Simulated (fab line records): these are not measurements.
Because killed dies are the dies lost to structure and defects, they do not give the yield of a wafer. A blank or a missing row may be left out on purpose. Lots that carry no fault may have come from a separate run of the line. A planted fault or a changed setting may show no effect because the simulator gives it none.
fab line records    flow gf180mcu
[record] lots = 6  wafers = 18  last_day = 34
route steps=602 shown V1@341
lots that met no fault: taken from a fault-free run of the same line
start_h: hours from the record's opening day to when the first of the lot's shown wafers began    wait_h: hours from the lot's prior step to this one    " as in the row above    L1.1+2: a row that stands for several wafers    - no value present, or no start provided    * or withheld: withheld    < > ~ a bound
route shown NAME@n: a module of which the file shows steps, and the number in the route of the first    usual: mean/standard deviation of fault-free wafers    same: alike in all rows    chamber/n: place in a boat    sites: per-site readings    _std_site: the standard deviation of these    _edge_site: outer sites' mean less inner sites'    radius_mm: for every site, how far away it sits from the centre of the wafer    mask NAME#n: copy n    behind: the last tool/chamber to shape the wafer    hold: what put the lot on hold/how long, in hours/how the hold closed    device: whichever transistor did not switch (one of n, p or np)    end of line: tests of these same wafers at the route's end    a step with no rows: only its recipe    killed: not the wafer's yield, but the dies lost to structure and defects at the first sort    map: the dies of a wafer, with x for killed, . for not killed, _ for no die there
set.NAME: the setting as run; set.NAME@STEP: as run at that earlier step    model.NAME: the simulator's own value behind a step, which no gauge read
lots at selected steps of the route; one table per step, one row per wafer
services: a tool's chamber out of use, with start hour (start_h, from the record's first day; less than 0 if before it), hours out, and reason
[[steps]]
[step GF_V1_DEHYDRATE_06]
[recipe] temp_c = 200  time_s = 60
[step GF_V1_HMDS_07]
[recipe] prime_time_s = 60  prime_temp_c = 120
[step GF_V1_COAT_08]
[recipe] resist = BARC  temp_c = withheld  time_s = withheld  spin_rpm = withheld  resist_thk_nm = withheld
[step GF_V1_COAT_09]
[recipe] resist = KrF  spin_rpm = withheld  resist_thk_nm = 1000
[step GF_V1_SOFTBAKE_10]
[recipe] temp_c = 130  time_s = 60  resist = KrF
[step GF_V1_EXPOSE_11]
[recipe] mask_id = Via1  target_cd_nm = 260  na = 0.68  source_shape = conventional  sigma_outer = 0.6  dose_mj = 38
[step GF_V1_PEB_12]
[recipe] peb_temp_c = 136  peb_time_s = 90  resist = KrF
[step GF_V1_DEVELOP_13]
[recipe] develop_time_s = 60  resist = KrF  dev_temp_c = 21
[step GF_V1_CD_MEAS_14]
[recipe] target_cd_nm = 260
[usual] cd_nm = 259.5/1.2
lot.wafer  tool       chamber  start_h  wait_h  cd_nm
L179.1     cd_sem-01  -        419.90   0.1     260.6
L179.4     "          -        "        "       261.5
L179.6     "          -        "        "       260.1
L183.1     cd_sem-01  -        452.75   0.1     259.1
L183.4     "          -        "        "       259.0
L183.5     "          -        "        "       259.3
L188.4     cd_sem-02  -        497.84   0.1     257.8
L188.5     "          -        "        "       257.9
L188.6     "          -        "        "       257.6
L189.2     cd_sem-01  -        502.85   0.1     258.4
L189.5     "          -        "        "       258.8
L189.6     "          -        "        "       258.6
L200.2     cd_sem-01  -        588.24   0.1     260.0
L200.4     "          -        "        "       259.3
L200.5     "          -        "        "       260.7
L201.2     cd_sem-02  -        595.49   0.1     260.4
L201.5     "          -        "        "       258.9
L201.6     "          -        "        "       260.3
[step GF_V1_OVL_MEAS_15]
[usual] V1_OVL = -2/5.5
lot.wafer  tool        chamber  start_h  wait_h  V1_OVL[nm]
L179.1     overlay-02  -        420.02   0.1     -1
L179.4     "           -        "        "       -3
L179.6     "           -        "        "       -8
L183.1     overlay-02  -        452.87   0.1     3
L183.4     "           -        "        "       4
L183.5     "           -        "        "       4
L188.4     overlay-01  -        497.91   0.1     -4
L188.5     "           -        "        "       2
L188.6     "           -        "        "       -1
L189.2     overlay-01  -        502.95   0.1     1
L189.5     "           -        "        "       1
L189.6     "           -        "        "       3
L200.2     overlay-01  -        588.34   0.1     1
L200.4     "           -        "        "       0
L200.5     "           -        "        "       -3
L201.2     overlay-02  -        595.59   0.1     7
L201.5     "           -        "        "       10
L201.6     "           -        "        "       4
[step GF_V1_ETCH_16]
[recipe] chemistry = N2/H2  target_depth_a = withheld  overetch_a = withheld  time_s = withheld  target = BARC  ion_energy_ev = 200  source_w = 500  bias_w = 100  pressure_mtorr = 30  n2_flow_sccm = 100  h2_flow_sccm = 200
[usual] drypump_motor_current_A = 5.5/0.49  oes_product_au = 0.855/0.0045  throttle_valve_pct = 13.226/0.01
lot.wafer  tool         chamber  start_h  wait_h  drypump_motor_current_A  oes_product_au  throttle_valve_pct
L179.1     rie_diel-04  0        420.06   0.0     4.7                      0.858           13.242
L179.4     "            1        "        "       5.3                      0.860           13.220
L179.6     "            2        "        "       6.2                      0.859           13.217
L183.1     rie_diel-01  3        452.91   0.0     5.1                      0.856           13.238
L183.4     "            0        "        "       5.5                      0.858           13.214
L183.5     "            1        "        "       6.1                      0.850           13.229
L188.4     rie_diel-04  1        497.95   0.0     5.3                      0.855           13.226
L188.5     "            3        "        "       5.3                      0.850           13.240
L188.6     "            0        "        "       4.7                      0.860           13.218
L189.2     rie_diel-01  1        502.98   0.0     6.0                      0.854           13.235
L189.5     "            0        "        "       5.6                      0.858           13.233
L189.6     "            3        "        "       5.1                      0.848           13.233
L200.2     rie_diel-01  2        588.37   0.0     5.2                      0.852           13.237
L200.4     "            3        "        "       5.1                      0.860           13.239
L200.5     "            2        "        "       5.1                      0.858           13.228
L201.2     rie_diel-01  1        595.62   0.0     6.0                      0.853           13.224
L201.5     "            0        "        "       5.6                      0.849           13.211
L201.6     "            3        "        "       5.1                      0.849           13.231
[step GF_V1_ETCH_17]
[recipe] chemistry = C4F8/O2/Ar  mask_material = KrF  target = SiO2  stop_on = TiN  source_w = 1500  bias_w = 1200  pressure_mtorr = 40  c4f8_flow_sccm = withheld  O2_flow_sccm = 6  Ar_flow_sccm = 300  time_s = withheld  target_depth_a = 6300
[usual] oes_product_au = 0.856/0.0048
lot.wafer  tool         chamber  start_h  wait_h  oes_product_au
L179.1     rie_diel-04  0        -        -       0.856
L179.4     "            1        "        "       0.854
L179.6     "            2        "        "       0.860
L183.1     rie_diel-01  3        -        -       0.855
L183.4     "            0        "        "       0.864
L183.5     "            1        "        "       0.850
L188.4     rie_diel-04  1        -        -       0.862
L188.5     "            3        "        "       0.854
L188.6     "            0        "        "       0.851
L189.2     rie_diel-01  1        -        -       0.855
L189.5     "            0        "        "       0.850
L189.6     "            3        "        "       0.857
L200.2     rie_diel-01  2        -        -       0.852
L200.4     "            3        "        "       0.866
L200.5     "            2        "        "       0.853
L201.2     rie_diel-01  1        -        -       0.860
L201.5     "            0        "        "       0.857
L201.6     "            3        "        "       0.860
[step GF_V1_STRIP_18]
[recipe] chemistry = O2/N2  power_w = 1400  pressure_mtorr = 1500  platen_temp_c = 250  o2_flow_sccm = 3000  n2_flow_sccm = 300  overash_fraction = 0.5
[usual] chamber_pressure_mTorr = 1499.9/1.3  drypump_motor_current_A = 5.7/0.52  heater_power_w = 348/19  oes_product_au = 0.592/0.0048
lot.wafer  tool             chamber  start_h  wait_h  chamber_pressure_mTorr  drypump_motor_current_A  heater_power_w  oes_product_au  rf_hours_counter_h
L179.1     plasma_asher-02  1        420.19   -       1499.7                  6.2                      380             0.593           33
L179.4     "                0        "        "       1499.8                  5.0                      350             0.594           -
L179.6     "                0        "        "       1498.0                  5.0                      349             0.588           -
L183.1     plasma_asher-03  0        453.04   -       1499.3                  5.3                      334             0.607           1
L183.4     "                1        "        "       1498.7                  5.9                      323             0.591           -
L183.5     "                1        "        "       1500.1                  5.9                      331             0.585           -
L188.4     plasma_asher-02  0        498.09   -       -                       -                        -               -               -
L188.5     "                1        "        "       -                       -                        -               -               -
L188.6     "                0        "        "       -                       -                        -               -               -
L189.2     plasma_asher-02  1        503.11   -       -                       -                        -               -               -
L189.5     "                1        "        "       -                       -                        -               -               -
L189.6     "                0        "        "       -                       -                        -               -               -
L200.2     plasma_asher-02  0        588.50   -       1498.7                  5.1                      349             0.594           51
L200.4     "                0        "        "       1498.8                  5.1                      359             0.588           -
L200.5     "                1        "        "       1500.6                  6.2                      366             0.590           -
L201.2     plasma_asher-03  1        595.75   -       1499.4                  5.9                      334             0.590           15
L201.5     "                0        "        "       1500.0                  5.3                      342             0.599           -
L201.6     "                1        "        "       1501.1                  5.9                      334             0.594           -
[step GF_V1_STRIP_19]
[recipe] chemistry = post_etch_residue_remover  time_s = 1200  temp_c = 72.5
[[services]]
tool             chamber  start_h  hours  kind
rie_diel-01      1        397.75   16.2   repair
plasma_asher-03  -        414.81   15.6   pm
plasma_asher-03  -        430.41   9.0    pm
plasma_asher-03  0        430.41   9.0    vent_cycle
plasma_asher-03  1        430.41   9.0    vent_cycle
plasma_asher-03  0        439.41   -      clean
rie_diel-04      3        440.27   1.5    repair
plasma_asher-03  -        467.55   4.1    repair
rie_diel-01      2        470.80   2.4    repair
plasma_asher-03  -        473.00   2.6    repair
rie_diel-04      2        495.82   6.1    repair
rie_diel-04      2        501.94   -      clean
rie_diel-04      2        501.94   20.4   scheduled_down
rie_diel-04      2        501.94   20.4   vent_cycle
rie_diel-01      2        515.49   -      clean
rie_diel-01      2        515.49   13.1   scheduled_down
rie_diel-01      2        515.49   13.1   vent_cycle
rie_diel-04      1        526.35   4.6    repair
rie_diel-04      1        540.53   -      clean
rie_diel-04      1        540.53   25.0   scheduled_down
rie_diel-04      1        540.53   25.0   vent_cycle
rie_diel-01      -        566.65   0.9    repair
rie_diel-04      3        575.38   23.4   repair
rie_diel-01      0        576.72   11.7   repair
[[key]]
[first_sign] step = GF_V1_STRIP_18  reading = tool_record  direction = missing
effect none on later readings
met_at GF_V1_STRIP_18
struck_wafers L188.4,L188.5,L188.6,L189.2,L189.5,L189.6
later_rows_left_out L188.4,L188.5,L188.6,L189.2,L189.5,L189.6
sort_left_out L188.4,L188.5,L188.6,L189.2,L189.5,L189.6
onset_between 420.19 498.09
[fault] kind = skipped_step_whole  tool = plasma_asher-02  chamber = -  onset_h = 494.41  steps = GF_V1_STRIP_18  scope = struck_lots_only
// sort_left_out: the simulated sort isn't trusted on such a fault, so these wafers' sort isn't shown, and their yield isn't known
// later_rows_left_out: the simulator's readings of these wafers behind a module that went badly wrong aren't trusted and aren't shown, but for the sort
